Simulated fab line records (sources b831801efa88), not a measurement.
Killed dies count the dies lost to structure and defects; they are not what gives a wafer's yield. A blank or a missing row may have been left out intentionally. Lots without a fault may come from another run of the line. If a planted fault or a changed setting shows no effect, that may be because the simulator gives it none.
A lot that was struck, set against a sound lot    flow sfq line    42 steps out of a route of 325
Sound: wafers L989.2, L989.4, L989.6. Struck: wafer L992.4. (L992.2, L992.5 of the same lot were not struck and are left out.) The cause comes at the end.
At each step with rows: each side's tool, then ch and its chambers, then its first start. Under that, the readings that differ: sound wafers    struck wafers    difference of the means    sigmas: that difference in standard deviations of wafers without a fault.
alike: words and numbers the same on both sides, and readings whose means are apart by under 2 such deviations; not compared: readings that were withheld, readings missing a value for some wafer, numbers with overlapping values and no deviation given by the record, and bounds like >300 which may hide the same value.
The two part at a step that has a row with sigmas, a row that says differs or no value, or rows on one side only. When numbers do not overlap yet have no deviation, they are printed without sigmas and do not part them. A reading that every wafer of one side lacks parts them only if that side has two wafers or more.

first, 6 steps without rows for these wafers: SFQ_TRILAYER_L0_VIA_LITHO_COAT_018 (resist thk 62 nm); SFQ_TRILAYER_L0_VIA_LITHO_COAT_013 (resist thk 650 nm); SFQ_TRILAYER_L0_VIA_LITHO_SOFTBAKE_017; SFQ_TRILAYER_L0_VIA_LITHO_EXPOSE_014 (exposes mask L0V, target cd 700 nm); SFQ_TRILAYER_L0_VIA_LITHO_PEB_016 (peb time 60 s); SFQ_TRILAYER_L0_VIA_LITHO_DEVELOP_015 (time 60 s).
SFQ_L0V_OVL_MEAS_903:
  sound: overlay-02 at day 9 20:44; struck: overlay-02 at day 10 11:08
reading       sound     struck  difference  sigmas
L0V_OVL (nm)  -8 -4 -2  9       +14         +3
SFQ_TRILAYER_L0_VIA_BARC_OPEN_VIA_ETCH_021: etches BARC in O2, target depth 125 nm, time 41.7 s.
  sound on rie diel-04 ch 1,3, day 9 20:46; struck on rie diel-04 ch 0, day 10 11:10
  alike: drypump motor current A, oes product au, rf fwd power W
  not compared: rf hours counter h
SFQ_TRILAYER_L0_VIA_ETCH_VIA_ETCH_016: etches SiO2 in CHF3, stops on MoNx KI, target depth 80 nm.
  sound on rie diel-04 ch 1,3, day 9 20:48; struck on rie diel-04 ch 0, day 10 11:12
reading             sound              struck  difference  sigmas
rf fwd power W (W)  496.3 496.3 497.0  492.7   -3.8        -2
  alike: drypump motor current A, oes product au
then, 3 steps without rows for these wafers: SFQ_TRILAYER_L0_VIA_STRIP_STRIP_017 (strips in O2); SFQ_TRILAYER_L0_VIA_STRIP_SOLV_CLEAN_018 (cleans in NMP, time 600 s); SFQ_TRILAYER_M0_DEP_PRE_CLEAN_020 (time 15 s).
SFQ_TRILAYER_M0_DEP_SPUTTER_019: material Nb, target thk 200 nm, time 133.3 s.
  sound: pvd sputter-03 at day 9 21:38; struck: pvd sputter-06 at day 10 12:02
reading                                              sound                 struck  difference  sigmas
cathode dc power W (W)                               2000.3 1999.8 2000.1  2194.8  +194.7      +99 or more
model.Nb_of_TRILAYER_M0_DEP_SPUTTER_019.thk nm (nm)  199.1 199.1 199.6     218.3   +19.0       
  alike: throttle valve pct
SFQ_M0_RS_MEAS_904: the measuring method here is four-point-probe.
  sound: film metro-03 at day 9 21:45; struck: film metro-02 at day 10 12:09
reading            sound              struck  difference  sigmas
M0_NB_RS (ohm/sq)  0.897 0.896 0.892  0.815   -0.080      -7
then, 6 steps without rows for these wafers: SFQ_TRILAYER_M0_LITHO_COAT_026 (resist thk 62 nm); SFQ_TRILAYER_M0_LITHO_COAT_021 (resist thk 600 nm); SFQ_TRILAYER_M0_LITHO_SOFTBAKE_025; SFQ_TRILAYER_M0_LITHO_EXPOSE_022 (exposes mask M0, target cd 500 nm); SFQ_TRILAYER_M0_LITHO_PEB_024 (peb time 60 s); SFQ_TRILAYER_M0_LITHO_DEVELOP_023 (time 60 s).
-- the record jumps here: 5 days lie between the struck wafers' starts before and after --
SFQ_M0_OVL_MEAS_906:
  sound: overlay-01 at day 14 23:41; struck: overlay-01 at day 15 15:17
reading      sound  struck  difference  sigmas
M0_OVL (nm)  9 4 6  -12     -18         -3
then, 1 step without rows for these wafers: SFQ_TRILAYER_M0_BARC_OPEN_METAL_ETCH_031 (etches BARC in O2, target depth 125 nm, time 41.7 s).
SFQ_TRILAYER_M0_ETCH_METAL_ETCH_024: etches Nb in Cl2/Ar, stops on SiO2, target depth 240 nm, time 120 s.
  sound on rie metal-01 ch 0,1, day 14 23:47; struck on rie metal-01 ch 1, day 15 15:23
reading                sound              struck  difference  sigmas
oes product au (a.u.)  0.893 0.888 0.900  0.944   +0.050      +6
  alike: drypump motor current A, rf fwd power W
  not compared: rf hours counter h
then, 4 steps without rows for these wafers: SFQ_TRILAYER_M0_STRIP_STRIP_025 (strips in O2); SFQ_TRILAYER_M0_STRIP_SOLV_CLEAN_026 (cleans in NMP, time 600 s); SFQ_TRILAYER_I0_DEP_PECVD_027 (deposits SiO2 from SiH4/N2O, time 111.11 s, target thk 500 nm); SFQ_TRILAYER_I0_CMP_CMP_028 (polishes SiO2).
SFQ_I0_BOW_MEAS_907:
  sound: film metro-02 at day 15 03:47; struck: film metro-02 at day 15 19:23
  alike: I0_BOW
SFQ_TRILAYER_I0_METRO_MEASURE_029:
  sound: film metro-02 at day 15 04:05; struck: film metro-02 at day 15 19:41
  alike: thk nm
then, 6 steps without rows for these wafers: SFQ_TRILAYER_I0_VIA_LITHO_COAT_036 (resist thk 62 nm); SFQ_TRILAYER_I0_VIA_LITHO_COAT_031 (resist thk 650 nm); SFQ_TRILAYER_I0_VIA_LITHO_SOFTBAKE_035; SFQ_TRILAYER_I0_VIA_LITHO_EXPOSE_032 (exposes mask I0, target cd 500 nm); SFQ_TRILAYER_I0_VIA_LITHO_PEB_034 (peb time 60 s); SFQ_TRILAYER_I0_VIA_LITHO_DEVELOP_033 (time 60 s).
-- the record jumps here: 6 days lie between the struck wafers' starts before and after --
SFQ_I0_OVL_MEAS_908:
  sound: overlay-02 at day 21 09:05; struck: overlay-01 at day 22 04:17
reading      sound    struck  difference  sigmas
I0_OVL (nm)  -1 -9 4  -13     -11         -2
SFQ_TRILAYER_I0_VIA_BARC_OPEN_VIA_ETCH_046: etches BARC in O2, target depth 125 nm, time 41.7 s.
  sound on rie diel-02 ch 2,3, day 21 09:07; struck on rie diel-01 ch 0, day 22 04:19
  alike: drypump motor current A, oes product au, rf fwd power W
  not compared: rf hours counter h
then, 1 step without rows for these wafers: SFQ_TRILAYER_I0_VIA_ETCH_VIA_ETCH_034 (etches SiO2 in CHF3, stops on Nb, target depth 260 nm).
SFQ_TRILAYER_I0_VIA_STRIP_STRIP_035: strips in O2.
  sound on rie metal-04 ch 0, day 21 09:17; struck on rie metal-04 ch 0, day 22 04:29
  alike: drypump motor current A, oes product au
  not compared: rf hours counter h
then, 2 steps without rows for these wafers: SFQ_TRILAYER_I0_VIA_STRIP_SOLV_CLEAN_036 (cleans in NMP, time 600 s); SFQ_TRILAYER_M1_DEP_PRE_CLEAN_038 (time 22.5 s).
-- the record jumps here: 61 days lie between the struck wafers' starts before and after --
SFQ_M8_BOW_MEAS_951:
  sound: film metro-02 at day 83 03:37; struck: film metro-03 at day 83 10:49
reading                  sound                struck  difference  sigmas
model.etest.m0.ohm um    1.794 1.79 1.794     1.637   -0.156      
model.etest.m0.ohm sq    0.8955 0.8952 0.893  0.8165  -0.0781     
model.etest.i0.link ohm  1.966 1.964 1.971    1.889   -0.078      
  alike: M8_BOW

WHERE THEY PART
Earliest at SFQ_L0V_OVL_MEAS_903; latest, in this record, at SFQ_I0_OVL_MEAS_908. Later steps at which nothing parts them and some readings are alike: SFQ_TRILAYER_I0_VIA_BARC_OPEN_VIA_ETCH_046, SFQ_TRILAYER_I0_VIA_STRIP_STRIP_035, SFQ_M8_BOW_MEAS_951.

WHY: the cause the simulator had injected
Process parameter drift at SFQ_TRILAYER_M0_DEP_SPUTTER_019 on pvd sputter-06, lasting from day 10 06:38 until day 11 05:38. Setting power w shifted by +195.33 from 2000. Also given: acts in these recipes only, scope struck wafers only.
